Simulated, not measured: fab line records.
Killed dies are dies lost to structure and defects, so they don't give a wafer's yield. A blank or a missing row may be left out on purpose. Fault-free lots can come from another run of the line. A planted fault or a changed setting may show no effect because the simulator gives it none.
Matching of chambers | flow sky130 | SKY_FIELD_ISO_ETCH_15 on rie_diel-03: 4 sister chambers
The step etches the open film in CHF3/O2, stops on Si, target depth 180 nm, time 72 s. 4 wafers are shown with their chamber, then 6 later ones without.

WAFERS, EACH WITH ITS CHAMBER
wafer  | chamber | drypump_motor_current_A (A)
L865.3 | 3       | 6.2
L865.6 | 0       | 5.6
L871.1 | 1       | 6.0
L871.2 | 2       | 5.0

WAFERS WITH NO CHAMBER GIVEN
wafer  | drypump_motor_current_A (A)
L876.1 | 5.0
L876.2 | 6.2
L876.4 | 5.9
L880.2 | 5.0
L880.3 | 6.3
L880.6 | 6.3

WHICH CHAMBER EACH ONE RAN IN
wafer  | from the rows above | in truth
L876.1 | 2                   | 2
L876.2 | 3                   | 3
L876.4 | 1                   | 1
L880.2 | 2                   | 2
L880.3 | 3                   | 3
L880.6 | 3                   | 3
Correctly placed: 6 of 6. Can't be placed from these rows: 0. Number placed wrongly: 0.
How it was worked out, from the rows above alone: a wafer's distance from a chamber is the root of the sum, over the readings, of the square of ((its reading less the chamber's mean) divided by the reading's scatter). If the next closest chamber is less than 2 further off than the closest, the wafer can't be placed; otherwise it belongs to the closest. Each chamber's mean is taken over the wafers shown for it. The scatter: root of mean squared gap, hidden wafer to nearest shown wafer, with one shown wafer a chamber.
